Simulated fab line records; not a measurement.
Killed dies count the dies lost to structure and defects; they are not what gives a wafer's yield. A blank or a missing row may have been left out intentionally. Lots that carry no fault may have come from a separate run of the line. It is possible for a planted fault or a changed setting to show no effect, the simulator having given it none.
fab line records	flow sky130
record: lots: 12	wafers: 36	last_day: 50
route steps=708 shown FIELD_ISO@17 LDD_P@261 SD_P@359
lots with no fault: from the same line, run without faults
start_h: the number of hours between the record's first day and the start of the first shown wafer of the lot	wait_h: hours from the lot's prior step to this one	" same as the row above	L1.1+2: a single row standing in for several wafers	- no value, or no start given	* or withheld: withheld	< > ~ a bound
route shown NAME@n: names a module that has steps shown in the file, with the first one's number in the route	usual: average and standard deviation across the fault-free wafers	same: alike in all rows	chamber/n: place in a boat	sites: each site's reading	_std_site: standard deviation of those values	_edge_site: mean of outer sites minus mean of inner sites	radius_mm: how far each site lies from the wafer's centre	mask NAME#n: copy n	behind: the last tool/chamber to shape the wafer	hold: reason for holding the lot/hours on hold/outcome of the hold	device: the transistor (n, p or np) that didn't switch	end of line: the tests these same wafers got at the end of their route	a step with no rows: only its recipe	killed: not the wafer's yield, but the dies lost to structure and defects at the first sort	map: the dies of a wafer, with x for killed, . for not killed, _ for no die there
set.NAME: the setting the step ran with; set.NAME@STEP: the setting that earlier step ran with	model.NAME: the simulator's own value behind a step, which no gauge read
a sample of lots followed through the steps of the route, with each step as a table and each wafer as a row
services: when a tool's chamber went out of use (start_h, in hours from the record's first day, below 0 if earlier), for how many hours, and the reason
== steps ==
step: SKY_FIELD_ISO_STRIP_16
recipe: chemistry: O2/N2	power_w: 1400	pressure_mtorr: 1500	platen_temp_c: withheld	o2_flow_sccm: 3000	n2_flow_sccm: 300	overash_fraction: 0.5
usual: drypump_motor_current_A: 5.5/0.44	o2_flow_sccm: 3000/9.2	oes_product_au: 0.377/0.0046	strip_time_to_endpoint_s: 3.55/0.032
lot.wafer	tool	chamber	start_h	wait_h	drypump_motor_current_A	o2_flow_sccm	oes_product_au	rf_hours_counter_h	strip_time_to_endpoint_s
L660.3	plasma_asher-03	1	29.05	0.1	6.2	3016	0.371	-	3.54
L660.4	"	0	"	"	5.7	3005	0.378	-	3.56
L660.5	"	1	"	"	6.2	2999	0.369	-	3.54
L662.1	plasma_asher-02	1	39.61	0.0	5.0	2996	0.375	32	3.51
L662.5	"	0	"	"	5.2	3001	0.382	-	3.55
L662.6	"	1	"	"	5.0	2995	0.370	-	3.59
L664.1	plasma_asher-02	1	49.51	0.0	4.9	3001	0.374	33	3.60
L664.4	"	0	"	"	5.2	2986	0.371	-	3.53
L664.5	"	1	"	"	5.0	2996	0.382	-	3.54
L667.1	plasma_asher-03	0	66.01	0.0	5.7	2992	0.374	26	3.50
L667.3	"	0	"	"	5.7	3002	0.374	-	3.59
L667.5	"	0	"	"	5.7	3018	0.380	-	3.57
L668.3	plasma_asher-03	1	72.85	0.1	6.2	3006	0.374	-	3.50
L668.4	"	0	"	"	5.7	3009	0.378	-	3.53
L668.6	"	1	"	"	6.2	2988	0.382	-	3.55
L672.4	plasma_asher-01	1	93.52	0.1	5.7	3008	0.383	-	3.55
L672.5	"	0	"	"	5.8	3020	0.368	-	3.54
L672.6	"	1	"	"	5.7	3001	0.383	-	3.56
L673.2	plasma_asher-02	0	97.41	0.0	5.2	2982	0.380	37	3.55
L673.4	"	1	"	"	5.0	2997	0.379	-	3.52
L673.6	"	0	"	"	5.2	2993	0.383	-	3.57
L676.2	plasma_asher-03	1	114.87	0.0	6.2	3005	0.381	31	3.55
L676.3	"	1	"	"	6.2	3006	0.380	-	3.57
L676.4	"	0	"	"	5.7	2991	0.380	-	3.54
L678.3	plasma_asher-02	1	122.10	0.1	5.0	2991	0.383	-	3.60
L678.5	"	0	"	"	5.2	2995	0.372	-	3.54
L678.6	"	1	"	"	4.9	3011	0.380	-	3.61
L679.2	plasma_asher-01	1	126.56	0.0	5.7	2995	0.383	1	3.53
L679.3	"	1	"	"	5.7	2977	0.367	-	3.47
L679.5	"	0	"	"	5.8	2990	0.383	-	3.50
L680.3	plasma_asher-02	1	134.05	0.1	5.0	2988	0.379	-	3.55
L680.4	"	0	"	"	5.2	3001	0.377	-	3.56
L680.6	"	1	"	"	5.0	2989	0.372	-	3.54
L681.1	plasma_asher-02	1	143.09	0.0	5.0	3005	0.383	42	3.55
L681.4	"	1	"	"	5.0	2994	0.377	-	3.59
L681.6	"	0	"	"	5.2	3007	0.378	-	3.58
step: SKY_FIELD_ISO_ETCH_17
recipe: target_depth_a: 3420	mask_material: Si3N4	chemistry: HBr/Cl2/O2	target: Si	taper_deg: 5	icp_w: 600	bias_w: 150	pressure_mtorr: 15	HBr_flow_sccm: 150	Cl2_flow_sccm: 40	O2_flow_sccm: 6	time_s: 97.7
usual: bias_w: 150.1/0.47	drypump_motor_current_A: 5.8/0.37	oes_product_au: 0.998/0.011	throttle_valve_pct: 25.658/0.011
lot.wafer	tool	chamber	start_h	wait_h	bias_w	drypump_motor_current_A	oes_product_au	rf_hours_counter_h	throttle_valve_pct
L660.3	rie_si-02	0	29.11	0.0	150.1	6.4	0.984	1	25.659
L660.4	"	3	"	"	150.0	5.7	1.002	97	25.654
L660.5	"	0	"	"	149.6	6.4	0.980	-	25.662
L662.1	rie_si-01	2	39.71	0.1	149.4	5.6	1.003	2	25.651
L662.5	"	1	"	"	149.1	6.1	1.012	-	25.651
L662.6	"	2	"	"	149.8	5.6	1.012	-	25.656
L664.1	rie_si-01	1	49.61	0.1	150.5	6.1	1.002	111	25.653
L664.4	"	0	"	"	150.3	6.1	0.994	38	25.648
L664.5	"	1	"	"	149.9	6.1	0.997	-	25.669
L667.1	rie_si-02	2	66.11	0.1	149.8	5.1	1.006	138	25.656
L667.3	"	0	"	"	149.5	6.4	0.984	1	25.676
L667.5	"	3	"	"	149.9	5.7	1.005	-	25.653
L668.3	rie_si-01	2	72.92	0.0	150.1	5.6	1.007	2	25.645
L668.4	"	1	"	"	150.3	6.2	0.998	111	25.650
L668.6	"	0	"	"	149.9	6.1	1.007	-	25.650
L672.4	rie_si-02	2	93.59	0.0	150.2	5.1	1.001	138	25.648
L672.5	"	2	"	"	151.0	5.1	0.997	-	25.664
L672.6	"	3	"	"	150.5	5.7	0.990	-	25.666
L673.2	rie_si-01	2	97.51	0.1	150.5	5.7	1.008	3	25.665
L673.4	"	3	"	"	149.6	5.6	0.995	146	25.676
L673.6	"	0	"	"	150.8	6.0	1.004	-	25.653
L676.2	rie_si-02	0	114.97	0.1	150.0	6.4	0.973	2	25.660
L676.3	"	2	"	"	149.1	5.1	1.013	138	25.645
L676.4	"	3	"	"	150.1	5.7	1.000	97	25.658
L678.3	rie_si-01	0	122.17	0.0	149.9	6.1	1.015	39	25.657
L678.5	"	0	"	"	149.8	6.1	1.008	-	25.650
L678.6	"	3	"	"	149.8	5.6	0.995	-	25.665
L679.2	rie_si-01	0	126.66	0.1	150.2	6.1	1.006	39	25.643
L679.3	"	1	"	"	150.0	6.2	1.000	112	25.661
L679.5	"	3	"	"	149.5	5.6	0.999	-	25.679
L680.3	rie_si-01	1	134.12	0.0	149.9	6.1	1.007	112	25.654
L680.4	"	1	"	"	150.1	6.1	1.004	-	25.658
L680.6	"	0	"	"	149.6	6.2	1.007	-	25.659
L681.1	rie_si-01	3	143.19	0.1	150.0	5.6	0.995	0	25.656
L681.4	"	0	"	"	149.9	6.1	0.996	39	25.655
L681.6	"	2	"	"	149.7	5.6	1.019	-	25.645
step: SKY_LDD_P_DEVELOP_06
recipe: resist: NOVOLAK	developer: TMAH	develop_time_s: 60	dev_temp_c: 23
lot.wafer	tool	chamber	start_h	wait_h
L660.3+4+5	litho_track-04	0	432.90	0.1
L662.1+5+6	litho_track-04	0	452.85	0.1
L664.1+4+5	litho_track-04	0	481.60	0.1
L667.1+3+5	litho_track-04	0	507.80	0.1
L668.3+4+6	litho_track-04	0	520.85	0.1
L672.4+5+6	litho_track-01	0	543.81	0.1
L673.2+4+6	litho_track-01	0	551.66	0.1
L676.2+3+4	litho_track-01	0	597.31	0.1
L678.3+5+6	litho_track-04	0	599.35	0.1
L679.2+3+5	litho_track-04	0	600.87	0.1
L680.3+4+6	litho_track-03	0	608.67	0.1
L681.1+4+6	litho_track-04	0	622.40	0.1
step: SKY_LDD_P_CD_MEAS_07
recipe: target_cd_nm: 380
usual: cd_nm: 379.1/2.2
lot.wafer	tool	chamber	start_h	wait_h	cd_nm
L660.3	cd_sem-01	-	433.04	0.1	380.5
L660.4	"	-	"	"	379.8
L660.5	"	-	"	"	383.2
L662.1	cd_sem-02	-	453.00	0.1	375.7
L662.5	"	-	"	"	378.2
L662.6	"	-	"	"	377.0
L664.1	cd_sem-01	-	481.75	0.1	379.0
L664.4	"	-	"	"	378.3
L664.5	"	-	"	"	376.8
L667.1	cd_sem-02	-	507.95	0.1	372.9
L667.3	"	-	"	"	371.2
L667.5	"	-	"	"	373.9
L668.3	cd_sem-01	-	520.99	0.1	373.5
L668.4	"	-	"	"	368.7
L668.6	"	-	"	"	372.2
L672.4	cd_sem-01	-	543.94	0.1	378.8
L672.5	"	-	"	"	379.7
L672.6	"	-	"	"	379.8
L673.2	cd_sem-01	-	551.80	0.1	381.8
L673.4	"	-	"	"	383.5
L673.6	"	-	"	"	381.7
L676.2	cd_sem-02	-	597.45	0.1	381.3
L676.3	"	-	"	"	382.5
L676.4	"	-	"	"	380.5
L678.3	cd_sem-02	-	599.49	0.1	377.7
L678.5	"	-	"	"	379.8
L678.6	"	-	"	"	378.3
L679.2	cd_sem-02	-	601.02	0.1	378.9
L679.3	"	-	"	"	377.6
L679.5	"	-	"	"	374.6
L680.3	cd_sem-02	-	608.81	0.1	383.0
L680.4	"	-	"	"	380.6
L680.6	"	-	"	"	381.8
L681.1	cd_sem-01	-	622.55	0.1	378.9
L681.4	"	-	"	"	381.5
L681.6	"	-	"	"	381.6
step: SKY_SD_N_RS_MEAS_17
recipe: thk_meas_gauge: four-point-probe
usual: SD_P_RS: 147.1/0.37
lot.wafer	tool	chamber	start_h	wait_h	SD_P_RS[ohm/sq]
L660.3	film_metro-01	-	645.75	0.1	147.0
L660.4	"	-	"	"	147.0
L660.5	"	-	"	"	146.8
L662.1	film_metro-02	-	662.75	0.1	147.1
L662.5	"	-	"	"	147.0
L662.6	"	-	"	"	146.8
L664.1	film_metro-01	-	689.38	0.1	146.5
L664.4	"	-	"	"	146.9
L664.5	"	-	"	"	146.7
L667.1	film_metro-03	-	715.23	0.1	147.6
L667.3	"	-	"	"	147.4
L667.5	"	-	"	"	147.8
L668.3	film_metro-01	-	727.78	0.1	147.8
L668.4	"	-	"	"	147.5
L668.6	"	-	"	"	147.7
L672.4	film_metro-01	-	747.06	0.1	147.0
L672.5	"	-	"	"	147.6
L672.6	"	-	"	"	147.1
L673.2	film_metro-02	-	754.50	0.1	146.9
L673.4	"	-	"	"	147.0
L673.6	"	-	"	"	147.1
L676.2	film_metro-01	-	798.12	0.1	146.6
L676.3	"	-	"	"	147.0
L676.4	"	-	"	"	146.6
L678.3	film_metro-03	-	798.38	0.1	147.4
L678.5	"	-	"	"	147.6
L678.6	"	-	"	"	147.5
L679.2	film_metro-01	-	800.55	0.1	147.5
L679.3	"	-	"	"	147.2
L679.5	"	-	"	"	147.1
L680.3	film_metro-02	-	806.48	0.1	147.1
L680.4	"	-	"	"	147.4
L680.6	"	-	"	"	147.3
L681.1	film_metro-01	-	821.93	0.1	146.8
L681.4	"	-	"	"	147.1
L681.6	"	-	"	"	146.8
== services ==
tool	chamber	start_h	hours	kind
rie_si-02	-	23.12	1.1	repair
plasma_asher-01	-	40.98	2.8	pm
rie_si-02	-	55.84	0.3	repair
rie_si-01	2	57.53	9.0	repair
rie_si-01	3	65.40	1.3	repair
rie_si-02	3	93.97	1.1	repair
plasma_asher-01	-	108.75	9.0	pm
rie_si-02	0	111.42	3.1	repair
rie_si-01	2	117.88	16.7	repair
rie_si-01	-	222.65	2.8	pm
rie_si-02	-	227.42	1.1	repair
rie_si-01	1	303.53	6.1	repair
rie_si-02	-	305.27	2.0	repair
rie_si-02	0	327.92	4.8	repair
plasma_asher-02	-	354.79	15.6	pm
rie_si-01	3	396.55	8.2	repair
rie_si-01	1	413.72	21.1	repair
rie_si-01	2	419.83	6.8	repair
plasma_asher-03	-	459.58	5.8	repair
rie_si-02	-	475.28	14.6	pm
rie_si-01	-	489.88	4.3	pm
rie_si-01	-	530.55	0.5	repair
plasma_asher-03	-	611.88	1.6	repair
rie_si-02	-	620.08	2.8	pm
== key ==
first_sign: step: SKY_LDD_P_CD_MEAS_07	reading: cd_nm	direction: down	sigmas: 3.1	usual: 379.1	struck: 372.1
effect none on later readings
met_at SKY_LDD_P_DEVELOP_06
struck_lots L667,L668
tester_left_out L667,L668
not_acting_at SKY_FIELD_ISO_STRIP_16,SKY_FIELD_ISO_ETCH_17,SKY_SD_N_RS_MEAS_17
onset_between 481.60 507.80
fault: kind: process_parameter_drift	tool: litho_track-04	chamber: -	onset_h: 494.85	steps: SKY_LDD_P_DEVELOP_06	channel: develop_time_s	offset: *	shape: step	end_h: 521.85	acts_in: *	stated: *
tester_left_out: of these lots the tester's yield and bins aren't shown, on N5 and GAA mostly nor the transistor test; their killed dies are dies lost to structure and defects alone, not to doping, threshold or leakage, so they don't give the yield
